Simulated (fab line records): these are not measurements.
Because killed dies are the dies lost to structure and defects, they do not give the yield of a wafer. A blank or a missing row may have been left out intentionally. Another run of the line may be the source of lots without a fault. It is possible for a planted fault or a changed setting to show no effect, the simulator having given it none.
fab line records -- flow gf180mcu
record: lots: 12, wafers: 36, last-day: 34
route steps=602 shown V1@336 MIM@507 V5@554
lots that met no fault: from a run of the same line without faults
start-h: start of the lot's first displayed wafer, in hours after the record's first day -- wait-h: hours elapsed since this lot's preceding step -- " as in the row above -- L1.1+2: one row covering several wafers at once -- - value missing, or start not given -- * or withheld: withheld -- < > ~ a bound
route shown NAME@n: a module of which the file shows steps, and the number in the route of the first -- usual: average and standard deviation across the fault-free wafers -- same: alike in all rows -- chamber/n: place in a boat -- sites: per-site readings -- _std_site: their standard deviation -- _edge_site: inner sites' mean taken away from outer sites' mean -- radius-mm: for every site, how far away it sits from the centre of the wafer -- mask NAME#n: copy n -- behind: tool/chamber where the wafer was last shaped -- hold: what put the lot on hold/how long, in hours/how the hold closed -- device: transistor that didn't switch, given as n, p or np -- end of line: the same wafers' tests at the end of the route -- for a step that has no rows: nothing shown but its recipe -- killed: dies lost to structure and defects at the first sort, not the wafer's yield -- map: a wafer's dies, x killed, . not, _ none there
set.NAME: the setting that was run; set.NAME@STEP: the one run at that earlier step -- model.NAME: the simulator's own value behind a step, which no gauge read
steps of the route over a sample of lots; a table a step, a row a wafer
services: the hour from which a tool's chamber was out of use, counted from the record's first day as start-h (under 0 if before that day), plus the number of hours and why
== steps ==
step: GF_V1_THK_MEAS_01
recipe: reads: SiO2_of_V1_CVD_00
usual: V1_CVD_00_THK: 599/6.1
lot.wafer,tool,chamber,start-h,wait-h,V1_CVD_00_THK[nm]
L782.1,film-metro-01,-,387.49,0.0,598
L782.2,film-metro-01,-,387.49,0.0,602
L782.5,film-metro-01,-,387.49,0.0,593
L783.1,film-metro-01,-,412.74,0.0,594
L783.5,film-metro-01,-,412.74,0.0,597
L783.6,film-metro-01,-,412.74,0.0,592
L784.1,film-metro-02,-,416.81,0.0,593
L784.2,film-metro-02,-,416.81,0.0,599
L784.3,film-metro-02,-,416.81,0.0,612
L788.2,film-metro-04,-,436.85,0.0,597
L788.3,film-metro-04,-,436.85,0.0,594
L788.5,film-metro-04,-,436.85,0.0,594
L789.3,film-metro-02,-,458.40,0.1,592
L789.4,film-metro-02,-,458.40,0.1,594
L789.5,film-metro-02,-,458.40,0.1,599
L791.1,film-metro-02,-,463.59,0.0,597
L791.4,film-metro-02,-,463.59,0.0,601
L791.6,film-metro-02,-,463.59,0.0,591
L792.2,film-metro-02,-,469.14,0.0,598
L792.5,film-metro-02,-,469.14,0.0,601
L792.6,film-metro-02,-,469.14,0.0,599
L793.1,film-metro-02,-,478.31,0.0,604
L793.2,film-metro-02,-,478.31,0.0,603
L793.3,film-metro-02,-,478.31,0.0,604
L796.2,film-metro-04,-,509.01,0.0,600
L796.3,film-metro-04,-,509.01,0.0,590
L796.5,film-metro-04,-,509.01,0.0,605
L803.2,film-metro-01,-,570.47,0.0,598
L803.4,film-metro-01,-,570.47,0.0,605
L803.5,film-metro-01,-,570.47,0.0,591
L804.1,film-metro-02,-,571.50,0.0,602
L804.2,film-metro-02,-,571.50,0.0,597
L804.5,film-metro-02,-,571.50,0.0,600
L805.1,film-metro-04,-,579.60,0.0,610
L805.4,film-metro-04,-,579.60,0.0,599
L805.6,film-metro-04,-,579.60,0.0,604
step: GF_MIM_SPUTTER_04
recipe: material: TiN, target-thk-nm: 50, power-w: 6500, time-s: 41.7, chamber-pressure-pa: 0.4
usual: throttle-valve-pct: 29.4/1.3
lot.wafer,tool,chamber,start-h,wait-h,throttle-valve-pct
L782.1,pvd-sputter-01,-,562.69,0.0,28.8
L782.2,pvd-sputter-01,-,562.69,0.0,27.6
L782.5,pvd-sputter-01,-,562.69,0.0,28.6
L783.1,pvd-sputter-02,-,587.89,0.0,28.3
L783.5,pvd-sputter-02,-,587.89,0.0,31.8
L783.6,pvd-sputter-02,-,587.89,0.0,28.8
L784.1,pvd-sputter-02,-,590.74,0.0,32.0
L784.2,pvd-sputter-02,-,590.74,0.0,28.2
L784.3,pvd-sputter-02,-,590.74,0.0,28.6
L788.2,pvd-sputter-01,-,608.57,0.0,28.7
L788.3,pvd-sputter-01,-,608.57,0.0,30.3
L788.5,pvd-sputter-01,-,608.57,0.0,28.6
L789.3,pvd-sputter-02,-,628.15,0.0,31.8
L789.4,pvd-sputter-02,-,628.15,0.0,28.4
L789.5,pvd-sputter-02,-,628.15,0.0,28.3
L791.1,pvd-sputter-01,-,632.72,0.0,27.8
L791.4,pvd-sputter-01,-,632.72,0.0,30.3
L791.6,pvd-sputter-01,-,632.72,0.0,27.5
L792.2,pvd-sputter-01,-,636.11,0.0,30.2
L792.5,pvd-sputter-01,-,636.11,0.0,28.5
L792.6,pvd-sputter-01,-,636.11,0.0,30.3
L793.1,pvd-sputter-01,-,642.42,0.0,27.4
L793.2,pvd-sputter-01,-,642.42,0.0,29.8
L793.3,pvd-sputter-01,-,642.42,0.0,28.3
L796.2,pvd-sputter-01,-,669.81,0.0,29.9
L796.3,pvd-sputter-01,-,669.81,0.0,30.1
L796.5,pvd-sputter-01,-,669.81,0.0,29.6
L803.2,pvd-sputter-02,-,722.64,0.0,28.9
L803.4,pvd-sputter-02,-,722.64,0.0,28.6
L803.5,pvd-sputter-02,-,722.64,0.0,28.4
L804.1,pvd-sputter-04,-,722.91,0.0,29.9
L804.2,pvd-sputter-04,-,722.91,0.0,30.6
L804.5,pvd-sputter-04,-,722.91,0.0,30.0
L805.1,pvd-sputter-04,-,728.84,0.0,30.9
L805.4,pvd-sputter-04,-,728.84,0.0,29.6
L805.6,pvd-sputter-04,-,728.84,0.0,31.1
step: GF_MIM_COAT_14
recipe: resist: NOVOLAK, spin-rpm: 3000, resist-thk-nm: 1000
usual: spin-speed-rpm: 3000.1/1.6
lot.wafer,tool,chamber,start-h,wait-h,spin-speed-rpm
L782.1,litho-track-02,0,573.45,0.1,3003.3
L782.2,litho-track-02,0,573.45,0.1,3003.4
L782.5,litho-track-02,0,573.45,0.1,3001.2
L783.1,litho-track-04,0,598.77,0.1,2998.9
L783.5,litho-track-04,0,598.77,0.1,3001.2
L783.6,litho-track-04,0,598.77,0.1,2999.0
L784.1,litho-track-01,0,601.33,0.1,3000.1
L784.2,litho-track-01,0,601.33,0.1,3000.3
L784.3,litho-track-01,0,601.33,0.1,2998.7
L788.2,litho-track-04,0,619.70,0.1,3000.4
L788.3,litho-track-04,0,619.70,0.1,3000.3
L788.5,litho-track-04,0,619.70,0.1,3000.0
L789.3,litho-track-04,0,638.07,0.1,3001.7
L789.4,litho-track-04,0,638.07,0.1,3000.0
L789.5,litho-track-04,0,638.07,0.1,3001.9
L791.1,litho-track-04,0,643.12,0.1,3774.9
L791.4,litho-track-04,0,643.12,0.1,3773.1
L791.6,litho-track-04,0,643.12,0.1,3774.7
L792.2,litho-track-04,0,646.40,0.1,3776.1
L792.5,litho-track-04,0,646.40,0.1,3775.3
L792.6,litho-track-04,0,646.40,0.1,3776.7
L793.1,litho-track-01,0,652.58,0.1,2997.8
L793.2,litho-track-01,0,652.58,0.1,2999.1
L793.3,litho-track-01,0,652.58,0.1,3000.4
L796.2,litho-track-02,0,679.32,0.1,3001.9
L796.3,litho-track-02,0,679.32,0.1,2999.0
L796.5,litho-track-02,0,679.32,0.1,3002.2
L803.2,litho-track-02,0,731.37,0.1,2996.6
L803.4,litho-track-02,0,731.37,0.1,3001.6
L803.5,litho-track-02,0,731.37,0.1,2998.5
L804.1,litho-track-01,0,731.93,0.1,2998.6
L804.2,litho-track-01,0,731.93,0.1,3001.8
L804.5,litho-track-01,0,731.93,0.1,3001.1
L805.1,litho-track-02,0,737.39,0.1,2996.8
L805.4,litho-track-02,0,737.39,0.1,3001.0
L805.6,litho-track-02,0,737.39,0.1,2997.6
step: GF_MIM_STRIP_20
recipe: chemistry: O2/N2, power-w: 1400, pressure-mtorr: 1500, platen-temp-c: 250, o2-flow-sccm: 3000, n2-flow-sccm: 300, overash-fraction: 0.5
usual: drypump-motor-current-A: 5.50/0.22, heater-power-w: 341/29, oes-product-au: 0.691/0.0045, strip-time-to-endpoint-s: 11.22/0.043
lot.wafer,tool,chamber,start-h,wait-h,drypump-motor-current-A,heater-power-w,oes-product-au,rf-hours-counter-h,strip-time-to-endpoint-s
L782.1,plasma-asher-01,1,584.97,0.1,5.10,317,0.689,98,11.21
L782.2,plasma-asher-01,0,584.97,0.1,5.71,371,0.699,98,11.24
L782.5,plasma-asher-01,0,584.97,0.1,5.72,372,0.682,-,11.21
L783.1,plasma-asher-01,1,609.77,0.0,5.08,325,0.690,100,11.18
L783.5,plasma-asher-01,1,609.77,0.0,5.06,322,0.696,-,11.18
L783.6,plasma-asher-01,0,609.77,0.0,5.72,367,0.694,-,11.18
L784.1,plasma-asher-02,0,612.24,0.0,5.45,344,0.683,54,11.23
L784.2,plasma-asher-02,1,612.24,0.0,5.39,291,0.695,54,11.27
L784.3,plasma-asher-02,0,612.24,0.0,5.44,363,0.692,-,11.21
L788.2,plasma-asher-02,1,629.85,0.0,5.43,287,0.691,56,11.22
L788.3,plasma-asher-02,1,629.85,0.0,5.42,293,0.693,-,11.20
L788.5,plasma-asher-02,1,629.85,0.0,5.43,293,0.696,-,11.24
L789.3,plasma-asher-04,1,648.52,0.1,5.73,376,0.694,-,11.25
L789.4,plasma-asher-04,0,648.52,0.1,5.50,329,0.697,-,11.18
L789.5,plasma-asher-04,1,648.52,0.1,5.73,371,0.696,-,11.26
L791.1,plasma-asher-04,1,653.36,0.1,5.76,369,0.641,87,9.99
L791.4,plasma-asher-04,0,653.36,0.1,5.53,336,0.639,-,9.99
L791.6,plasma-asher-04,1,653.36,0.1,5.75,369,0.642,-,9.94
L792.2,plasma-asher-04,0,656.30,0.0,5.51,336,0.636,87,9.91
L792.5,plasma-asher-04,1,656.30,0.0,5.73,368,0.637,-,9.91
L792.6,plasma-asher-04,0,656.30,0.0,5.51,331,0.637,-,9.82
L793.1,plasma-asher-01,0,662.67,0.1,5.72,365,0.687,106,11.29
L793.2,plasma-asher-01,1,662.67,0.1,5.08,325,0.690,106,11.29
L793.3,plasma-asher-01,1,662.67,0.1,5.08,315,0.687,-,11.32
L796.2,plasma-asher-01,0,689.10,0.0,5.71,379,0.691,108,11.17
L796.3,plasma-asher-01,0,689.10,0.0,5.72,368,0.695,-,11.18
L796.5,plasma-asher-01,0,689.10,0.0,5.72,367,0.694,-,11.17
L803.2,plasma-asher-04,0,739.99,0.0,5.54,332,0.693,97,11.15
L803.4,plasma-asher-04,1,739.99,0.0,5.75,377,0.689,-,11.14
L803.5,plasma-asher-04,1,739.99,0.0,5.75,375,0.684,-,11.17
L804.1,plasma-asher-02,0,740.60,0.0,5.42,352,0.698,68,11.24
L804.2,plasma-asher-02,1,740.60,0.0,5.42,290,0.697,68,11.25
L804.5,plasma-asher-02,1,740.60,0.0,5.43,288,0.696,-,11.27
L805.1,plasma-asher-02,1,745.64,0.0,5.40,285,0.692,69,11.26
L805.4,plasma-asher-02,1,745.64,0.0,5.43,297,0.688,-,11.26
L805.6,plasma-asher-02,1,745.64,0.0,5.41,287,0.699,-,11.34
step: GF_V5_CD_MEAS_14
recipe: target-cd-nm: 260
usual: cd-nm: 260.2/1.1
lot.wafer,tool,chamber,start-h,wait-h,cd-nm
L782.1,cd-sem-02,-,629.15,0.1,258.9
L782.2,cd-sem-02,-,629.15,0.1,259.2
L782.5,cd-sem-02,-,629.15,0.1,258.3
L783.1,cd-sem-01,-,652.27,0.1,259.7
L783.5,cd-sem-01,-,652.27,0.1,259.8
L783.6,cd-sem-01,-,652.27,0.1,259.9
L784.1,cd-sem-02,-,655.50,0.1,261.4
L784.2,cd-sem-02,-,655.50,0.1,259.8
L784.3,cd-sem-02,-,655.50,0.1,260.5
L788.2,cd-sem-02,-,671.36,0.1,260.8
L788.3,cd-sem-02,-,671.36,0.1,259.4
L788.5,cd-sem-02,-,671.36,0.1,260.7
L789.3,cd-sem-02,-,690.11,0.1,260.0
L789.4,cd-sem-02,-,690.11,0.1,259.2
L789.5,cd-sem-02,-,690.11,0.1,259.7
L791.1,cd-sem-01,-,694.07,0.2,262.4
L791.4,cd-sem-01,-,694.07,0.2,260.3
L791.6,cd-sem-01,-,694.07,0.2,261.6
L792.2,cd-sem-01,-,696.14,0.1,260.4
L792.5,cd-sem-01,-,696.14,0.1,261.5
L792.6,cd-sem-01,-,696.14,0.1,260.2
L793.1,cd-sem-02,-,703.14,0.1,261.6
L793.2,cd-sem-02,-,703.14,0.1,260.2
L793.3,cd-sem-02,-,703.14,0.1,260.9
L796.2,cd-sem-01,-,727.52,0.1,259.8
L796.3,cd-sem-01,-,727.52,0.1,260.4
L796.5,cd-sem-01,-,727.52,0.1,260.4
L803.2,cd-sem-02,-,774.41,0.1,258.8
L803.4,cd-sem-02,-,774.41,0.1,259.1
L803.5,cd-sem-02,-,774.41,0.1,258.0
L804.1,cd-sem-02,-,775.39,0.1,260.1
L804.2,cd-sem-02,-,775.39,0.1,260.4
L804.5,cd-sem-02,-,775.39,0.1,259.8
L805.1,cd-sem-02,-,779.77,0.1,258.5
L805.4,cd-sem-02,-,779.77,0.1,259.6
L805.6,cd-sem-02,-,779.77,0.1,259.8
== services ==
tool,chamber,start-h,hours,kind
pvd-sputter-04,-,557.64,3.3,repair
pvd-sputter-01,3,562.73,-,consumable-replace:kit
pvd-sputter-01,3,562.73,18.0,scheduled-down
pvd-sputter-01,3,562.73,18.0,vent-cycle
pvd-sputter-04,1,581.26,-,consumable-replace:kit
pvd-sputter-04,1,581.26,18.0,scheduled-down
pvd-sputter-04,1,581.26,18.0,vent-cycle
pvd-sputter-01,-,583.29,1.2,repair
plasma-asher-04,-,591.21,2.8,pm
pvd-sputter-04,-,593.87,2.7,repair
plasma-asher-04,-,627.03,3.5,repair
plasma-asher-04,-,629.08,0.4,repair
pvd-sputter-04,-,663.54,1.7,repair
pvd-sputter-02,-,668.09,30.4,repair
pvd-sputter-01,2,672.86,-,consumable-replace:kit
pvd-sputter-01,2,672.86,18.0,scheduled-down
pvd-sputter-01,2,672.86,18.0,vent-cycle
pvd-sputter-04,-,688.91,6.0,repair
plasma-asher-02,-,709.21,1.6,repair
plasma-asher-01,-,733.75,9.0,pm
plasma-asher-01,0,733.75,9.0,vent-cycle
plasma-asher-01,1,733.75,9.0,vent-cycle
plasma-asher-01,0,742.75,-,clean
plasma-asher-01,1,742.75,-,clean
== key ==
first-sign: step: GF_MIM_COAT_14, reading: spin-speed-rpm, direction: up, sigmas: 99+, usual: *, struck: *
effect: step: GF_MIM_STRIP_20, reading: strip-time-to-endpoint-s, direction: down, sigmas: 30, usual: *, struck: *
met-at GF_MIM_COAT_14
struck-lots L791,L792
not-acting-at GF_V1_THK_MEAS_01,GF_MIM_SPUTTER_04,GF_V5_CD_MEAS_14
onset-between 638.07 643.12
fault: kind: process-parameter-drift, tool: litho-track-04, chamber: -, onset-h: 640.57, steps: GF_MIM_COAT_14, channel: spin-rpm, offset: *, shape: step, end-h: 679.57, acts-in: *, stated: *
